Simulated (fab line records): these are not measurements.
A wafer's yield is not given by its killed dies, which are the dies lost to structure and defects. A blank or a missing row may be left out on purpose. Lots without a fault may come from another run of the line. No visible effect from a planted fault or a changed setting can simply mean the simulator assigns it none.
Which tool did it?    flow gf180mcu    15 lots, 43 wafers sampled, at 7 steps of a route of 602

WHAT EACH GAUGE READ, for each wafer
GF_SALICIDE_THK_MEAS_05: measures by xrf. Usual: for SALICIDE_TIN_THK the level is 19.8 nm and the standard deviation is 0.3.
lot   measured      on             SALICIDE_TIN_THK (nm)  flag
L823  day 14 21:13  film-metro-04  20.1 20.3 20.0         
L824  day 15 11:03  film-metro-03  19.8 20.0 20.0         
L828  day 16 16:30  film-metro-02  19.6 20.1 19.7         
L830  day 17 18:29  film-metro-03  20.0 20.1              
L832  day 18 06:55  film-metro-04  19.9 19.7 19.8         
L834  day 19 02:53  film-metro-04  19.6 19.9              
L837  day 20 03:11  film-metro-03  19.9 20.2 19.5         
L838  day 20 10:50  film-metro-04  19.7 19.8 19.6         
L840  day 21 07:35  film-metro-03  19.7 19.8 20.0         
L841  day 21 12:50  film-metro-04  19.8 19.9 20.0         
L842  day 21 18:41  film-metro-03  20.4 20.2 19.9         
L843  day 22 11:02  film-metro-04  19.3 19.4 19.5         
L844  day 22 17:56  film-metro-04  19.5 20.0 19.7         
L845  day 23 02:49  film-metro-03  19.8 19.6 19.7         
L846  day 23 06:45  film-metro-03  19.7 19.9 19.7         

GF_CONTACT_THK_MEAS_03. Usual: for CONTACT_CVD_02_THK the level is 857 nm and the standard deviation is 13.
lot   measured      on             CONTACT_CVD_02_THK (nm)  flag
L823  day 14 21:44  film-metro-01  862 883 872              
L824  day 15 11:35  film-metro-02  868 877 874              
L828  day 16 17:01  film-metro-01  834 851 872              
L830  day 17 19:01  film-metro-01  313 884                  OFF
L832  day 18 07:27  film-metro-03  313 844 858              OFF
L834  day 19 03:25  film-metro-03  303 303                  OFF
L837  day 20 03:55  film-metro-01  867 882 875              
L838  day 20 11:21  film-metro-03  848 871 864              
L840  day 21 08:08  film-metro-03  858 855 846              
L841  day 21 13:23  film-metro-01  844 854 859              
L842  day 21 19:14  film-metro-03  837 840 837              
L843  day 22 11:34  film-metro-01  854 863 846              
L844  day 22 18:28  film-metro-01  855 858 865              
L845  day 23 03:21  film-metro-03  846 819 850              
L846  day 23 07:17  film-metro-01  840 849 860              

GF_M1_RS_MEAS_05: measures by four-point-probe. Usual: for M1_ALCU_RS the level is 0.0695 ohm/sq and the standard deviation is 0.0008.
lot   measured      on             M1_ALCU_RS (ohm/sq)   flag
L823  day 15 20:37  film-metro-04  0.0709 0.0712 0.0705  
L824  day 16 10:50  film-metro-02  0.0706 0.0707 0.0692  
L828  day 17 18:50  film-metro-02  0.0691 0.0712 0.0705  
L830  day 18 20:44  film-metro-04  0.0696 0.0697         
L832  day 19 09:28  film-metro-01  0.0692 0.0697 0.0699  
L834  day 20 06:07  film-metro-04  0.0701 0.0701         
L837  day 21 05:37  film-metro-04  0.0697 0.0696 0.0700  
L838  day 21 13:04  film-metro-04  0.0687 0.0696 0.0695  
L840  day 22 09:18  film-metro-04  0.0676 0.0671 0.0681  
L841  day 22 14:56  film-metro-01  0.0701 0.0704 0.0705  
L842  day 22 20:21  film-metro-04  0.0693 0.0688 0.0689  
L843  day 23 12:30  film-metro-04  0.0688 0.0683 0.0690  
L844  day 23 19:43  film-metro-04  0.0693 0.0685 0.0698  
L845  day 24 04:00  film-metro-04  0.0695 0.0685 0.0693  
L846  day 24 07:13  film-metro-04  0.0705 0.0704 0.0705  

EACH LOT AND THE TOOL THAT RAN IT (in order: tool; ch and the chambers of the sampled wafers; start)
lot   GF_HV_LDD_STRIP_37                    GF_CONTACT_CVD_02                GF_CONTACT_CMP_04              GF_CONTACT_ETCH_17
L823  plasma-asher-04 ch 0,1, day 11 09:36  pecvd-04 ch 1,2, day 14 21:40    cmp-01 ch 1,2,3, day 14 21:57  rie-diel-04 ch 0,3, day 15 20:37 or earlier
L824  plasma-asher-02 ch 0,1, day 11 20:32  pecvd-01 ch 1,2, day 15 11:29    cmp-02 ch 2,3, day 15 11:40    rie-diel-03 ch 0,1, day 16 10:50 or earlier
L828  plasma-asher-02 ch 0,1, day 12 23:40  pecvd-02 ch 0,1, day 16 16:56    cmp-01 ch 0,1,2, day 16 17:07  rie-diel-01 ch 0,2,3, day 17 18:50 or earlier
L830  plasma-asher-01 ch 0,1, day 13 22:35  pecvd-02 ch 0,1, day 17 18:55    cmp-01 ch 2,3, day 17 19:03    rie-diel-04 ch 2,3, day 18 20:44 or earlier
L832  plasma-asher-01 ch 0,1, day 14 09:25  pecvd-02 ch 0,1,2, day 18 07:23  cmp-02 ch 0,1,3, day 18 07:31  rie-diel-03 ch 1,3, day 19 09:28 or earlier
L834  plasma-asher-01 ch 0,1, day 15 02:46  pecvd-02 ch 1,2, day 19 03:20    cmp-02 ch 0,2, day 19 03:28    rie-diel-01 ch 0,2, day 20 06:07 or earlier
L837  plasma-asher-02 ch 0,1, day 15 23:56  pecvd-04 ch 0,1,2, day 20 03:49  cmp-01 ch 0,1,2, day 20 04:08  rie-diel-03 ch 0,1,2, day 21 05:37 or earlier
L838  plasma-asher-04 ch 0, day 16 06:33    pecvd-04 ch 0,1, day 20 11:16    cmp-01 ch 0,1,2, day 20 11:30  rie-diel-03 ch 0,1, day 21 13:04 or earlier
L840  plasma-asher-01 ch 0,1, day 17 01:57  pecvd-02 ch 0,1,2, day 21 08:04  cmp-01 ch 0,1,2, day 21 08:11  rie-diel-04 ch 1,2,3, day 22 09:18 or earlier
L841  plasma-asher-01 ch 0,1, day 17 08:42  pecvd-04 ch 1,2, day 21 13:18    cmp-02 ch 0,3, day 21 13:29    rie-diel-03 ch 0,3, day 22 14:56 or earlier
L842  plasma-asher-01 ch 0,1, day 17 12:53  pecvd-04 ch 0,2, day 21 19:08    cmp-02 ch 0,1,2, day 21 19:16  rie-diel-01 ch 2,3, day 22 20:21 or earlier
L843  plasma-asher-01 ch 0,1, day 18 06:32  pecvd-04 ch 0,1, day 22 11:28    cmp-02 ch 0,1,3, day 22 11:45  rie-diel-04 ch 0,1, day 23 12:30 or earlier
L844  plasma-asher-02 ch 0,1, day 18 13:54  pecvd-02 ch 0,1,2, day 22 18:24  cmp-02 ch 0,2,3, day 22 18:38  rie-diel-03 ch 1,2,3, day 23 19:43 or earlier
L845  plasma-asher-02 ch 0,1, day 18 21:57  pecvd-04 ch 0,1,2, day 23 03:16  cmp-02 ch 1,3, day 23 03:24    rie-diel-01 ch 0,1,3, day 24 04:00 or earlier
L846  plasma-asher-02 ch 0,1, day 19 02:53  pecvd-04 ch 0,2, day 23 07:11    cmp-02 ch 2,3, day 23 07:22    rie-diel-04 ch 1,2,3, day 24 07:13 or earlier
- GF_HV_LDD_STRIP_37: strips in O2/N2.
- GF_CONTACT_CVD_02: deposits SiO2 from TEOS, target thk 860 nm, time 95.992 s.
- GF_CONTACT_CMP_04: polishes SiO2.
- GF_CONTACT_ETCH_17: etches SiO2 in C4F8/O2/Ar, stops on CoSi2, target depth 860 nm.

WHAT THE TOOLS THEMSELVES READ (means of the sampled wafers that have a number; where no wafer has one, the mark that the record gives instead)
GF_HV_LDD_STRIP_37. Usual: drypump-motor-current-A 5.4 A, standard deviation 0.46; heater-power-w 320 W, standard deviation 37; oes-product-au 0.716 a.u., standard deviation 0.0047; strip-time-to-endpoint-s 12.64 s, standard deviation 0.038.
lot   tool             drypump-motor-current-A (A)  heater-power-w (W)  oes-product-au (a.u.)  strip-time-to-endpoint-s (s)  flag
L823  plasma-asher-04  5.1                          370                 0.718                  12.65                         
L824  plasma-asher-02  5.1                          290                 0.718                  12.67                         
L828  plasma-asher-02  5.2                          297                 0.710                  12.63                         
L830  plasma-asher-01  5.9                          316                 0.719                  12.61                         
L832  plasma-asher-01  5.7                          319                 0.713                  12.63                         
L834  plasma-asher-01  5.8                          312                 0.714                  12.68                         
L837  plasma-asher-02  5.4                          278                 0.714                  12.61                         
L838  plasma-asher-04  4.9                          381                 0.713                  12.64                         
L840  plasma-asher-01  6.0                          315                 0.714                  12.62                         
L841  plasma-asher-01  6.0                          314                 0.716                  12.69                         
L842  plasma-asher-01  5.8                          322                 0.719                  12.68                         
L843  plasma-asher-01  5.7                          320                 0.717                  12.60                         
L844  plasma-asher-02  5.4                          277                 0.714                  12.67                         
L845  plasma-asher-02  5.4                          274                 0.725                  12.68                         
L846  plasma-asher-02  5.2                          293                 0.717                  12.63                         

GF_CONTACT_CVD_02. Usual: heater-power-w reads 653 W (standard deviation 99).
lot   tool      heater-power-w (W)  flag
L823  pecvd-04  566                 
L824  pecvd-01  710                 
L828  pecvd-02  585                 
L830  pecvd-02  616                 
L832  pecvd-02  631                 
L834  pecvd-02  752                 
L837  pecvd-04  577                 
L838  pecvd-04  708                 
L840  pecvd-02  621                 
L841  pecvd-04  611                 
L842  pecvd-04  648                 
L843  pecvd-04  626                 
L844  pecvd-02  682                 
L845  pecvd-04  624                 
L846  pecvd-04  619                 

GF_CONTACT_CMP_04. Usual: motor-current-A 12.0 A, standard deviation 1.2; time-to-endpoint-s 107 s, standard deviation 6.3.
lot   tool    motor-current-A (A)  time-to-endpoint-s (s)  flag
L823  cmp-01  11.6                 113                     
L824  cmp-02  11.5                 116                     
L828  cmp-01  11.7                 104                     
L830  cmp-01  13.0                 77                      OFF
L832  cmp-02  11.4                 89                      
L834  cmp-02  12.3                 46                      OFF
L837  cmp-01  11.6                 107                     
L838  cmp-01  11.7                 104                     
L840  cmp-01  11.9                 101                     
L841  cmp-02  11.1                 110                     
L842  cmp-02  12.3                 100                     
L843  cmp-02  11.5                 107                     
L844  cmp-02  12.1                 109                     
L845  cmp-02  11.3                 101                     
L846  cmp-02  12.3                 103                     

GF_CONTACT_ETCH_17. Usual: oes-product-au reads 0.815 a.u. (standard deviation 0.0044).
lot   tool         oes-product-au (a.u.)  flag
L823  rie-diel-04  0.815                  
L824  rie-diel-03  0.819                  
L828  rie-diel-01  0.814                  
L830  rie-diel-04  0.751                  OFF
L832  rie-diel-03  0.771                  OFF
L834  rie-diel-01  0.682                  OFF
L837  rie-diel-03  0.817                  
L838  rie-diel-03  0.816                  
L840  rie-diel-04  0.814                  
L841  rie-diel-03  0.820                  
L842  rie-diel-01  0.815                  
L843  rie-diel-04  0.814                  
L844  rie-diel-03  0.815                  
L845  rie-diel-01  0.812                  
L846  rie-diel-04  0.815                  

THE ANSWER, worked out from the rows above alone
Rule: take the mean of a lot's wafers that have a number; if it is more than 3 standard deviations from the usual mean, the lot is off. Also off: a lot with no number at a reading for which 4 or more lots have one. The other lots that the step has rows for count as sound. First the gauges in route order, then the tools' own readings, where a lot's mean is used as printed above. The first step at which some lot is off is used, and at that step the reading that is off furthest; a lot without a number counts as furthest.
Off: L830, L832, L834, at GF_CONTACT_THK_MEAS_03 (CONTACT_CVD_02_THK).
If a tool, at a process step before that reading, ran all the lots that are off and no sound lot after the first of them, it fits. The gauges at GF_CONTACT_THK_MEAS_03 aren't tried: what is off there is off at GF_CONTACT_ETCH_17 too, on other tools, and a gauge's error can't cause that. Of those tried, none fits.

WHAT THE SIMULATOR PUT IN
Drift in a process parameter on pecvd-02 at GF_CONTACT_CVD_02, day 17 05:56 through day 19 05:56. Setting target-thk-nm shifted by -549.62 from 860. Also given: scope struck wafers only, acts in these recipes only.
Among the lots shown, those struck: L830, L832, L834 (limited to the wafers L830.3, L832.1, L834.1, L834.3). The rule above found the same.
